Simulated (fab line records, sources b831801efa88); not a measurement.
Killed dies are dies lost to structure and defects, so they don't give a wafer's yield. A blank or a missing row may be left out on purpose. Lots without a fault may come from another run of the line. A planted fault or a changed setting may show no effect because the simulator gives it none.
Which tool did it? | flow sfq_line | 15 lots, 43 wafers sampled, at 7 steps of a route of 325

WHAT THE GAUGES READ, wafer by wafer
SFQ_I0_BOW_MEAS_907. Usual: I0_BOW 1 um, standard deviation 6.6.
lot  | measured     | on            | I0_BOW (um)   | flag
L988 | day 6 19:01  | film_metro-04 | 0 0 -1        |
L989 | day 6 21:07  | film_metro-03 | -4 3 -4       |
L990 | day 7 00:59  | film_metro-02 | 5 0 -7        |
L991 | day 7 07:02  | film_metro-02 | 1 15 3        |
L993 | day 7 14:13  | film_metro-04 | 4 1 6         |
L994 | day 7 20:10  | film_metro-04 | -15 4 -13     |
L996 | day 8 05:11  | film_metro-02 | -5 3 -6       |
L997 | day 8 20:11  | film_metro-02 | -2 0 -2       |
L998 | day 8 23:10  | film_metro-03 | -1 10 2       |
L102 | day 9 20:12  | film_metro-03 | -1 2 - -      |
L105 | day 10 14:11 | film_metro-02 | 4 0 - -       |
L106 | day 10 17:10 | film_metro-04 | 1 -4 -1 - - - |
L108 | day 11 01:19 | film_metro-02 | -3 4 -1       |
L109 | day 11 10:20 | film_metro-04 | -18 1 -1      |
L110 | day 11 16:22 | film_metro-04 | -2 8 2        |

SFQ_R5_OVL_MEAS_935. Usual: R5_OVL -4 nm, standard deviation 5.9.
lot  | measured     | on         | R5_OVL (nm) | flag
L988 | day 60 20:52 | overlay-02 | -17 -17 -18 |
L989 | day 60 23:47 | overlay-01 | 0 4 -2      |
L990 | day 61 00:58 | overlay-01 | 1 -1 -1     |
L991 | day 61 05:08 | overlay-02 | 7 -7 -4     |
L993 | day 66 10:56 | overlay-02 | 5 1 -1      |
L994 | day 66 13:19 | overlay-02 | -2 -15 -15  |
L996 | day 66 20:31 | overlay-01 | -3 4 -4     |
L997 | day 66 21:43 | overlay-01 | -3 0 -5     |
L998 | day 67 00:07 | overlay-02 | -3 -5 -4    |
L102 | day 67 08:32 | overlay-02 | 2 0         |
L105 | day 70 05:10 | overlay-02 | -6 -1       |
L106 | day 70 06:22 | overlay-01 | -10 -4 3    |
L108 | day 72 11:02 | overlay-02 | -5 1 -5     |
L109 | day 73 00:14 | overlay-02 | 0 8 -2      |
L110 | day 73 02:38 | overlay-02 | 5 -3 2      |

WHICH TOOL RAN EACH LOT (tool, then ch and the chambers of the sampled wafers, then the start)
lot  | SFQ_TRILAYER_L0_STRIP_STRIP_009  | SFQ_TRILAYER_I0_CMP_CMP_028   | SFQ_TRILAYER_I0_METRO_MEASURE_029 | SFQ_TRILAYER_I0_VIA_ETCH_VIA_ETCH_034 | SFQ_TRILAYER_A5B_METRO_MEASURE_131
L988 | rie_metal-02 ch 0,1, day 3 15:05 | cmp-02 ch 0,3, day 6 16:29    | film_metro-04, day 6 19:19        | rie_diel-03 ch 0,3, day 9 23:43       | film_metro-01, day 60 17:13
L989 | rie_metal-04 ch 0,1, day 3 18:41 | cmp-01 ch 1,2, day 6 18:36    | film_metro-03, day 6 21:25        | rie_diel-02 ch 1,2,3, day 10 00:55    | film_metro-04, day 60 19:37
L990 | rie_metal-02 ch 0, day 3 19:53   | cmp-02 ch 0,1,3, day 6 21:59  | film_metro-02, day 7 01:07        | rie_diel-03 ch 1,3, day 10 04:31      | film_metro-01, day 60 20:37
L991 | rie_metal-04 ch 0,1, day 3 21:17 | cmp-02 ch 0,1,2, day 7 04:29  | film_metro-02, day 7 07:31        | rie_diel-01 ch 2,3, day 10 08:07      | film_metro-01, day 61 01:49
L993 | rie_metal-01 ch 0,1, day 4 02:05 | cmp-01 ch 0,1, day 7 11:10    | film_metro-04, day 7 14:53        | rie_diel-03 ch 1,2, day 10 18:10      | film_metro-01, day 61 09:13
L994 | rie_metal-04 ch 0,1, day 4 03:13 | cmp-01 ch 0,2,3, day 7 17:10  | film_metro-04, day 7 20:17        | rie_diel-02 ch 1,2,3, day 11 01:22    | film_metro-04, day 61 11:37
L996 | rie_metal-01 ch 0,1, day 4 11:02 | cmp-01 ch 0,1,3, day 8 03:10  | film_metro-02, day 8 05:29        | rie_diel-01 ch 0,1, day 11 09:46      | film_metro-01, day 61 18:07
L997 | rie_metal-02 ch 0, day 4 15:50   | cmp-01 ch 1,2, day 8 17:10    | film_metro-02, day 8 20:29        | rie_diel-02 ch 0,1,2, day 11 20:34    | film_metro-01, day 61 21:07
L998 | rie_metal-02 ch 0, day 4 20:38   | cmp-01 ch 0,2,3, day 8 20:10  | film_metro-03, day 8 23:17        | rie_diel-01 ch 0,2, day 12 00:10      | film_metro-04, day 61 23:55
L102 | rie_metal-02 ch 1, day 5 22:25   | cmp-01 ch 1,2, day 9 17:10    | film_metro-03, day 10 03:53       | rie_diel-02 ch 2, day 13 00:55        | film_metro-02, day 62 12:01
L105 | rie_metal-02 ch 0, day 6 12:37   | cmp-01 ch 0,3, day 10 11:10   | film_metro-02, day 10 17:20       | rie_diel-02 ch 0,3, day 14 04:31      | film_metro-01, day 65 10:25
L106 | rie_metal-04 ch 0,1, day 6 17:25 | cmp-01 ch 0,2,3, day 10 15:10 | film_metro-04, day 10 20:48       | rie_diel-01 ch 1,3, day 14 08:07      | film_metro-04, day 65 11:28
L108 | rie_metal-01 ch 0,1, day 7 01:51 | cmp-02 ch 1,2,3, day 10 22:19 | film_metro-02, day 11 01:26       | rie_diel-02 ch 0,3, day 14 16:31      | film_metro-02, day 67 11:28
L109 | rie_metal-02 ch 0,1, day 7 10:13 | cmp-02 ch 1,2,3, day 11 07:19 | film_metro-04, day 11 10:38       | rie_diel-01 ch 0,2, day 15 02:07      | film_metro-01, day 68 02:12
L110 | rie_metal-04 ch 0,1, day 7 14:01 | cmp-02 ch 0,2, day 11 13:49   | film_metro-04, day 11 16:50       | rie_diel-01 ch 1,3, day 15 10:37      | film_metro-04, day 68 07:12
- SFQ_TRILAYER_L0_STRIP_STRIP_009: strips in O2.
- SFQ_TRILAYER_I0_CMP_CMP_028: polishes SiO2.
- SFQ_TRILAYER_I0_METRO_MEASURE_029
- SFQ_TRILAYER_I0_VIA_ETCH_VIA_ETCH_034: etches SiO2 in CHF3, stops on Nb, target depth 260 nm.
- SFQ_TRILAYER_A5B_METRO_MEASURE_131

WHAT THE TOOLS THEMSELVES READ (means of the sampled wafers that have a number; where no wafer has one, the mark that the record gives instead)
SFQ_TRILAYER_L0_STRIP_STRIP_009. Usual: drypump_motor_current_A 5.8 A, standard deviation 0.35; oes_product_au 0.997 a.u., standard deviation 0.0079.
lot  | tool         | drypump_motor_current_A (A) | oes_product_au (a.u.) | flag
L988 | rie_metal-02 | 6.0                         | 1.005                 |
L989 | rie_metal-04 | 5.9                         | 1.006                 |
L990 | rie_metal-02 | 5.5                         | 0.992                 |
L991 | rie_metal-04 | 6.0                         | 0.992                 |
L993 | rie_metal-01 | 5.5                         | 1.001                 |
L994 | rie_metal-04 | 5.9                         | 1.008                 |
L996 | rie_metal-01 | 5.5                         | 1.007                 |
L997 | rie_metal-02 | 5.5                         | 0.982                 |
L998 | rie_metal-02 | 5.5                         | 0.987                 |
L102 | rie_metal-02 | 6.3                         | 0.995                 |
L105 | rie_metal-02 | 5.5                         | 0.996                 |
L106 | rie_metal-04 | 6.0                         | 0.987                 |
L108 | rie_metal-01 | 5.5                         | 0.997                 |
L109 | rie_metal-02 | 5.8                         | 0.990                 |
L110 | rie_metal-04 | 5.9                         | 1.003                 |

SFQ_TRILAYER_I0_CMP_CMP_028. Usual: head_pressure_psi 2.999 psi, standard deviation 0.0068; motor_current_A 10.1 A, standard deviation 1; time_to_endpoint_s 216 s, standard deviation 7.3.
lot  | tool   | head_pressure_psi (psi) | motor_current_A (A) | time_to_endpoint_s (s) | flag
L988 | cmp-02 | 3.002                   | 10.9                | 216                    |
L989 | cmp-01 | 3.001                   | 10.3                | 217                    |
L990 | cmp-02 | 2.995                   | 10.4                | 218                    |
L991 | cmp-02 | 3.006                   | 9.6                 | 216                    |
L993 | cmp-01 | 2.993                   | 10.2                | 223                    |
L994 | cmp-01 | 3.000                   | 10.1                | 215                    |
L996 | cmp-01 | 2.992                   | 10.3                | 223                    |
L997 | cmp-01 | 2.996                   | 10.4                | 225                    |
L998 | cmp-01 | 2.999                   | 9.6                 | 216                    |
L102 | cmp-01 | 3.001                   | 11.1                | 204                    |
L105 | cmp-01 | 3.003                   | 9.6                 | 216                    |
L106 | cmp-01 | 2.999                   | 9.9                 | 210                    |
L108 | cmp-02 | 3.009                   | 9.6                 | 210                    |
L109 | cmp-02 | 3.000                   | 9.7                 | 210                    |
L110 | cmp-02 | 2.996                   | 9.8                 | 215                    |

SFQ_TRILAYER_I0_METRO_MEASURE_029. Usual: thk_nm 200.0 nm, standard deviation 0.99.
lot  | tool          | thk_nm (nm) | flag
L988 | film_metro-04 | 200.4       |
L989 | film_metro-03 | 199.4       |
L990 | film_metro-02 | 200.1       |
L991 | film_metro-02 | 200.2       |
L993 | film_metro-04 | 201.0       |
L994 | film_metro-04 | 200.1       |
L996 | film_metro-02 | 199.9       |
L997 | film_metro-02 | 200.3       |
L998 | film_metro-03 | 200.7       |
L102 | film_metro-03 | 209.1       | OFF
L105 | film_metro-02 | 211.1       | OFF
L106 | film_metro-04 | 206.8       | OFF
L108 | film_metro-02 | 199.6       |
L109 | film_metro-04 | 199.2       |
L110 | film_metro-04 | 200.7       |

SFQ_TRILAYER_I0_VIA_ETCH_VIA_ETCH_034. Usual: bias_w 79.97 W, standard deviation 0.22; drypump_motor_current_A 5.9 A, standard deviation 0.43; oes_product_au 0.855 a.u., standard deviation 0.0051.
lot  | tool        | bias_w (W) | drypump_motor_current_A (A) | oes_product_au (a.u.) | flag
L988 | rie_diel-03 | 80.03      | 5.4                         | 0.857                 |
L989 | rie_diel-02 | 80.01      | 5.8                         | 0.854                 |
L990 | rie_diel-03 | 80.13      | 6.2                         | 0.852                 |
L991 | rie_diel-01 | 79.91      | 6.2                         | 0.856                 |
L993 | rie_diel-03 | 79.96      | 6.1                         | 0.856                 |
L994 | rie_diel-02 | 79.91      | 5.8                         | 0.859                 |
L996 | rie_diel-01 | 80.08      | 5.5                         | 0.855                 |
L997 | rie_diel-02 | 79.84      | 5.8                         | 0.854                 |
L998 | rie_diel-01 | 79.99      | 5.8                         | 0.862                 |
L102 | rie_diel-02 | 80.05      | 6.1                         | 0.872                 | OFF
L105 | rie_diel-02 | 79.95      | 5.6                         | 0.877                 | OFF
L106 | rie_diel-01 | 80.14      | 6.2                         | 0.867                 |
L108 | rie_diel-02 | 79.71      | 5.6                         | 0.852                 |
L109 | rie_diel-01 | 79.87      | 5.7                         | 0.854                 |
L110 | rie_diel-01 | 80.17      | 6.3                         | 0.859                 |

SFQ_TRILAYER_A5B_METRO_MEASURE_131. Usual: thk_nm 339 nm, standard deviation 4.9.
lot  | tool          | thk_nm (nm) | flag
L988 | film_metro-01 | 339         |
L989 | film_metro-04 | 343         |
L990 | film_metro-01 | 348         |
L991 | film_metro-01 | 346         |
L993 | film_metro-01 | 337         |
L994 | film_metro-04 | 342         |
L996 | film_metro-01 | 334         |
L997 | film_metro-01 | 334         |
L998 | film_metro-04 | 340         |
L102 | film_metro-02 | 336         |
L105 | film_metro-01 | 344         |
L106 | film_metro-04 | 340         |
L108 | film_metro-02 | 332         |
L109 | film_metro-01 | 336         |
L110 | film_metro-04 | 340         |

THE ANSWER, worked out from the rows above alone
Rule: a lot is off if the mean of its wafers that have a number lies more than 3 standard deviations from the usual mean. A lot without any number at a reading at which 4 lots or more have one is off too. The other lots that the step has rows for count as sound. The gauges are gone through in route order, then the tools' own readings, and for those a lot's mean is taken as printed above. The first step at which some lot is off is used, and at that step the reading that is off furthest; a lot without a number counts as furthest.
Off: L102, L105, L106, at SFQ_TRILAYER_I0_METRO_MEASURE_029 (thk_nm).
A tool fits if, at that step or a process step before it, it ran every lot that is off, and no sound lot after the first of them. One fits: cmp-01 at SFQ_TRILAYER_I0_CMP_CMP_028. Its last sound lot is L998 (day 8 20:10), its first lot that is off L102 (day 9 17:10): a fault that began between those two fits.

WHAT THE SIMULATOR HAD PUT IN
Process parameter drift: cmp-01, from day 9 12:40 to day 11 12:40, at SFQ_TRILAYER_I0_CMP_CMP_028. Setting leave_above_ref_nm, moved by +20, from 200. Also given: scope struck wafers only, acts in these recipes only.
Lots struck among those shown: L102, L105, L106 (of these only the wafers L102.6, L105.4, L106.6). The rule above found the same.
